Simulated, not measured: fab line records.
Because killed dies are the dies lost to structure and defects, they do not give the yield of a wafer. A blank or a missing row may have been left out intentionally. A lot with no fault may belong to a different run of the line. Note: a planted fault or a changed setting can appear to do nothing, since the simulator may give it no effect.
A lot that was struck, set against a sound lot | flow sky130 | 24 out of 708 route steps
Sound: these wafers, L337.3, L337.4, L337.5. The struck wafers were L348.2, L348.4, L348.5. The cause comes at the end.
At each step with rows: each side's tool, then ch and its chambers, then its first start. Under that, the readings that differ: sound wafers | struck wafers | difference of the means | sigmas: that difference in standard deviations of wafers without a fault.
alike: readings whose means differ by less than 2 such deviations, and words and numbers that are the same on both sides. not compared: withheld readings, readings that some wafer has no value for, bounds like >300 that may hide the same value, and numbers for which the record gives no deviation and whose values overlap.
A row with sigmas, a row that says differs or no value, or rows on one side alone: a step with any of these is where the two part. Numbers that have no deviation but don't overlap get no sigmas and don't part them. A reading missing from all wafers of one side parts the sides only when that side holds two or more wafers.

SKY_VIA1_RS_MEAS_22: measurement is done with a four-point probe.
  struck on film metro-02, day 37 04:44; sound on film metro-01, day 34 03:47
  alike: VIA1_W_RS
SKY_VIA1_THK_MEAS_23: measures by xrf.
  struck on film metro-02, day 37 04:50; sound on film metro-01, day 34 03:53
  reading         | sound       | struck      | difference | sigmas
  VIA1_W_THK (nm) | 275 276 279 | 264 268 268 | -10        | -2
then, 1 step without rows for these wafers: SKY_VIA1_CMP_24 (polishes, stops on SiO2, t overpolish 15 s, target thk 0 nm).
SKY_METAL2_SPUTTER_00: material Ti, target thk 15 nm, time 10 s.
  struck on pvd sputter-01, day 37 05:28; sound on pvd sputter-04, day 34 04:13
  alike: throttle valve pct
SKY_METAL2_SPUTTER_01: material TiN, target thk 20 nm, time 16.7 s.
  struck on pvd sputter-01, day 37 05:29; sound on pvd sputter-04, day 34 04:15
  alike: throttle valve pct
then, 1 step without rows for these wafers: SKY_METAL2_SPUTTER_02 (material AlCu, target thk 250 nm, time 13.3 s).
SKY_METAL2_SPUTTER_03: material Ti, target thk 5 nm, time 3.3 s.
  struck on pvd sputter-01, day 37 05:32; sound on pvd sputter-04, day 34 04:18
  alike: throttle valve pct
SKY_METAL2_SPUTTER_04: material TiN, target thk 70 nm, time 58.3 s.
  struck on pvd sputter-01, day 37 05:33; sound on pvd sputter-04, day 34 04:19
  alike: throttle valve pct
SKY_METAL2_RS_MEAS_05: measurement is done with a four-point probe.
  struck on film metro-02, day 37 05:37; sound on film metro-04, day 34 04:24
  alike: METAL2_ALCU_RS
SKY_METAL2_THK_MEAS_06: measures by xrf.
  struck on film metro-02, day 37 05:44; sound on film metro-04, day 34 04:30
  alike: METAL2_ALCU_THK
then, 2 steps without rows for these wafers: SKY_METAL2_DEHYDRATE_07 (time 60 s); SKY_METAL2_HMDS_08 (prime time 60 s).
SKY_METAL2_COAT_09: resist thk 60 nm.
  sound on litho track-04 ch 0, day 34 17:19; struck on litho track-01 ch 0, day 37 18:42
  reading              | sound                | struck               | difference | sigmas
  spin speed rpm (rpm) | 2999.2 2998.2 2998.2 | 2767.7 2768.4 2769.2 | -230.1     | -99 or more
then, 5 steps without rows for these wafers: SKY_METAL2_COAT_10 (resist thk 450 nm); SKY_METAL2_SOFTBAKE_11 (time 90 s); SKY_METAL2_EXPOSE_12 (exposes mask MM2, target cd 140 nm); SKY_METAL2_PEB_13; SKY_METAL2_DEVELOP_14 (develop time 60 s).
SKY_METAL2_CD_MEAS_15: the cd target is 140 nm.
  struck on cd sem-01, day 38 07:05; sound on cd sem-01, day 35 07:14
  alike: cd nm
SKY_METAL2_OVL_MEAS_16:
  struck on overlay-02, day 38 07:12; sound on overlay-02, day 35 07:20
  reading         | sound    | struck      | difference | sigmas
  METAL2_OVL (nm) | -5 -4 -1 | -16 -23 -12 | -14        | -2
then, 1 step without rows for these wafers: SKY_METAL2_DESCUM_17 (chemistry O2, time 8 s).
SKY_METAL2_ETCH_18: etches BARC in N2/H2, stops on SiO2, time 45.9 s, target depth 60 nm.
  sound on rie metal-04 ch 0,1, day 35 07:25; struck on rie metal-02 ch 0, day 38 07:16
  reading                  | sound             | struck            | difference | sigmas
  oes product au (a.u.)    | 0.850 0.856 0.864 | 0.884 0.873 0.876 | +0.021     | +4
  model.etch.depth nm (nm) | 60.14 59.94 59.97 | 62.86 62.88 62.96 | +2.88      |
  alike: bias w, drypump motor current A, throttle valve pct
  not compared: rf hours counter h
SKY_METAL2_METAL_ETCH_19: etches the open film in Cl2/BCl3, stops on SiO2, target depth 360 nm, time 78 s.
  sound on rie metal-04 ch 0,1, day 35 07:29; struck on rie metal-02 ch 0, day 38 07:19
  alike: bias w, drypump motor current A, oes product au, throttle valve pct
  not compared: rf hours counter h
-- the record jumps here: 10 days lie between the struck wafers' starts before and after (it left off in module METAL2 and takes up again in module PAD_OPEN, whose first step shown is number 708 of the route) --
SKY_PAD_OPEN_PROBE_99:
  struck on prober-01, day 48 03:07; sound on prober-02, day 45 20:55
  alike: defect limited yield, killed_at_M0_to_M3, killed_at_M4_up, killed at contacts, killed at front end, killed at other, killed dies, killed on rim, killed open, killed short, sort_bin_3_pad_short, sort_bin_5_function, sort_bin_6_memory, sort n pass, sort yield pct

WHERE THEY PART
Earliest at SKY_VIA1_THK_MEAS_23; latest, in this record, at SKY_METAL2_ETCH_18. Later steps at which nothing parts them and some readings are alike: SKY_METAL2_METAL_ETCH_19, SKY_PAD_OPEN_PROBE_99.

WHY: whatever the simulator had introduced
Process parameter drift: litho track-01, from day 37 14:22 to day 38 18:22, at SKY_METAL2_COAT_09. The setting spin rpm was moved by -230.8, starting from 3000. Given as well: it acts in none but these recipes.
